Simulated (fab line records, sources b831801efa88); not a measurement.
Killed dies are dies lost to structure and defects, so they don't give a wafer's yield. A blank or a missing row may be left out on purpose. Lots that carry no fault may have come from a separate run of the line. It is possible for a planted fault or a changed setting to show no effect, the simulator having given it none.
Which tool was responsible? || flow sky130 || Sampling: 12 lots, 36 wafers, 3 of 708 route steps

== WHAT THE GAUGES SHOWED, per wafer ==
SKY_FIELD_ISO_THK_MEAS_02.
{"lot": "L826", "measured": "day 1 12:26", "on": "filmMetro-01", "FIELD_ISO_OXIDATION_00_THK (nm)": "12.12 11.93 12.06"}
{"lot": "L827", "measured": "day 1 19:15", "on": "filmMetro-04", "FIELD_ISO_OXIDATION_00_THK (nm)": "12.09 12.07 11.96"}
{"lot": "L829", "measured": "day 2 04:01", "on": "filmMetro-04", "FIELD_ISO_OXIDATION_00_THK (nm)": "11.96 11.90 11.92"}
{"lot": "L830", "measured": "day 2 09:41", "on": "filmMetro-01", "FIELD_ISO_OXIDATION_00_THK (nm)": "11.85 11.97 11.74"}
{"lot": "L831", "measured": "day 2 15:26", "on": "filmMetro-01", "FIELD_ISO_OXIDATION_00_THK (nm)": "19.10 18.75 18.37 19.11 18.79 18.44"}
{"lot": "L832", "measured": "day 2 20:09", "on": "filmMetro-04", "FIELD_ISO_OXIDATION_00_THK (nm)": "19.11 19.10 19.21 19.19 19.09 19.28"}
{"lot": "L843", "measured": "day 5 01:30", "on": "filmMetro-03", "FIELD_ISO_OXIDATION_00_THK (nm)": "12.34 12.39 12.37"}
{"lot": "L844", "measured": "day 5 05:38", "on": "filmMetro-04", "FIELD_ISO_OXIDATION_00_THK (nm)": "11.55 11.64 11.67"}
{"lot": "L845", "measured": "day 5 11:31", "on": "filmMetro-03", "FIELD_ISO_OXIDATION_00_THK (nm)": "12.03 11.91 11.71"}
{"lot": "L846", "measured": "day 5 15:55", "on": "filmMetro-03", "FIELD_ISO_OXIDATION_00_THK (nm)": "12.29 12.12 12.07"}
{"lot": "L848", "measured": "day 6 03:45", "on": "filmMetro-01", "FIELD_ISO_OXIDATION_00_THK (nm)": "12.37 12.19 12.31"}
{"lot": "L849", "measured": "day 6 07:42", "on": "filmMetro-01", "FIELD_ISO_OXIDATION_00_THK (nm)": "11.71 11.77 11.94"}

SKY_NWELL_OVL_MEAS_23.
{"lot": "L826", "measured": "day 5 09:43", "on": "overlay-02", "NWELL_01_OVL (nm)": "-2.1 -0.7 0.2"}
{"lot": "L827", "measured": "day 5 14:01", "on": "overlay-01", "NWELL_01_OVL (nm)": "3.1 1.9 1.6"}
{"lot": "L829", "measured": "day 6 02:46", "on": "overlay-01", "NWELL_01_OVL (nm)": "-2.2 -1.2 -1.6"}
{"lot": "L830", "measured": "day 6 09:28", "on": "overlay-01", "NWELL_01_OVL (nm)": "-1.0 -1.0 -1.4"}
{"lot": "L831", "measured": "day 6 15:37", "on": "overlay-02", "NWELL_01_OVL (nm)": "-1.4 -1.7 0.4"}
{"lot": "L832", "measured": "day 6 20:33", "on": "overlay-01", "NWELL_01_OVL (nm)": "-1.8 -2.3 -2.6"}
{"lot": "L843", "measured": "day 9 20:16", "on": "overlay-01", "NWELL_01_OVL (nm)": "0.3 0.4 -0.3"}
{"lot": "L844", "measured": "day 9 23:33", "on": "overlay-02", "NWELL_01_OVL (nm)": "1.4 -0.1 0.6"}
{"lot": "L845", "measured": "day 10 09:09", "on": "overlay-01", "NWELL_01_OVL (nm)": "-1.3 -1.0 -1.1"}
{"lot": "L846", "measured": "day 10 10:57", "on": "overlay-01", "NWELL_01_OVL (nm)": "2.9 1.9 2.2"}
{"lot": "L848", "measured": "day 11 00:42", "on": "overlay-02", "NWELL_01_OVL (nm)": "1.7 1.1 -0.1"}
{"lot": "L849", "measured": "day 11 04:54", "on": "overlay-01", "NWELL_01_OVL (nm)": "1.0 -0.2 0.4"}

== WHAT TOOL EACH LOT RAN ON (gives the tool, then ch and the chambers of the sampled wafers, and finally the start) ==
{"lot": "L826", "SKY_FIELD_ISO_OXIDATION_01": "furnace-01 ch 0, day 1 10:56"}
{"lot": "L827", "SKY_FIELD_ISO_OXIDATION_01": "furnace-02 ch 0, day 1 17:43"}
{"lot": "L829", "SKY_FIELD_ISO_OXIDATION_01": "furnace-01 ch 0, day 2 02:30"}
{"lot": "L830", "SKY_FIELD_ISO_OXIDATION_01": "furnace-01 ch 0, day 2 08:10"}
{"lot": "L831", "SKY_FIELD_ISO_OXIDATION_01": "furnace-02 ch 0, day 2 12:02 and furnace-01 ch 0, day 2 13:53"}
{"lot": "L832", "SKY_FIELD_ISO_OXIDATION_01": "furnace-02 ch 0, day 2 16:11 and furnace-01 ch 0, day 2 18:38"}
{"lot": "L843", "SKY_FIELD_ISO_OXIDATION_01": "furnace-01 ch 0, day 4 23:59"}
{"lot": "L844", "SKY_FIELD_ISO_OXIDATION_01": "furnace-02 ch 0, day 5 04:07"}
{"lot": "L845", "SKY_FIELD_ISO_OXIDATION_01": "furnace-02 ch 0, day 5 10:01"}
{"lot": "L846", "SKY_FIELD_ISO_OXIDATION_01": "furnace-02 ch 0, day 5 14:24"}
{"lot": "L848", "SKY_FIELD_ISO_OXIDATION_01": "furnace-01 ch 0, day 6 02:14"}
{"lot": "L849", "SKY_FIELD_ISO_OXIDATION_01": "furnace-01 ch 0, day 6 06:10"}
- SKY_FIELD_ISO_OXIDATION_01: stabilise 600 s, purge 300 s, target thk 12 nm.

== WHAT THE TOOLS THEMSELVES READ (means of the sampled wafers that have a number; where no wafer has one, the mark that the record gives instead) ==
SKY_FIELD_ISO_OXIDATION_01.
{"lot": "L826", "tool": "furnace-01", "spikeTcLowerC (C)": 900.7, "zonePowerUpperPct (%)": 16.90}
{"lot": "L827", "tool": "furnace-02", "spikeTcLowerC (C)": 900.6, "zonePowerUpperPct (%)": 16.38}
{"lot": "L829", "tool": "furnace-01", "spikeTcLowerC (C)": 900.1, "zonePowerUpperPct (%)": 16.90}
{"lot": "L830", "tool": "furnace-01", "spikeTcLowerC (C)": 900.4, "zonePowerUpperPct (%)": 16.89}
{"lot": "L831", "tool": "furnace-02/furnace-01", "spikeTcLowerC (C)": 900.4, "zonePowerUpperPct (%)": 16.62}
{"lot": "L832", "tool": "furnace-02/furnace-01", "spikeTcLowerC (C)": 899.4, "zonePowerUpperPct (%)": 16.65}
{"lot": "L843", "tool": "furnace-01", "spikeTcLowerC (C)": 899.3, "zonePowerUpperPct (%)": 16.95}
{"lot": "L844", "tool": "furnace-02", "spikeTcLowerC (C)": 900.3, "zonePowerUpperPct (%)": 16.31}
{"lot": "L845", "tool": "furnace-02", "spikeTcLowerC (C)": 898.2, "zonePowerUpperPct (%)": 16.53}
{"lot": "L846", "tool": "furnace-02", "spikeTcLowerC (C)": 900.5, "zonePowerUpperPct (%)": 16.43}
{"lot": "L848", "tool": "furnace-01", "spikeTcLowerC (C)": 900.6, "zonePowerUpperPct (%)": 16.88}
{"lot": "L849", "tool": "furnace-01", "spikeTcLowerC (C)": 901.1, "zonePowerUpperPct (%)": 16.90}

== THE ANSWER, worked out from the rows above alone ==
Rule: usual is defined by the lots themselves. The widest of any qualifying gaps counts: lots, ordered by their means at a reading, are off when they make up no more than a third of the lots, leave a main group of 4 or more, and stand apart from it by 3 or more times the standard deviation of that group's means. The tables above print the reading to a certain number of digits; a main group whose means all agree to those digits is not used. Also off: a lot with no number at a reading for which 4 or more lots have one. Where the step has rows for the other lots, those lots are counted as sound. After the gauges, taken in route order, come the tools' own readings; for these a lot's mean is taken, as printed above. At the first step where some lot is off, the reading lying furthest off is the one used; lots without a number count as furthest.
Off: L831, L832, seen at SKY_FIELD_ISO_THK_MEAS_02 (FIELD_ISO_OXIDATION_00_THK). Mean 12.00 nm and standard deviation 0.22 in the main group.
If a tool, at a process step before that reading, ran all the lots that are off and no sound lot after the first of them, it fits. Gauges at SKY_FIELD_ISO_THK_MEAS_02: tried the same way as those tools. None of those tried fits.

== WHAT THE SIMULATOR HAD INSERTED ==
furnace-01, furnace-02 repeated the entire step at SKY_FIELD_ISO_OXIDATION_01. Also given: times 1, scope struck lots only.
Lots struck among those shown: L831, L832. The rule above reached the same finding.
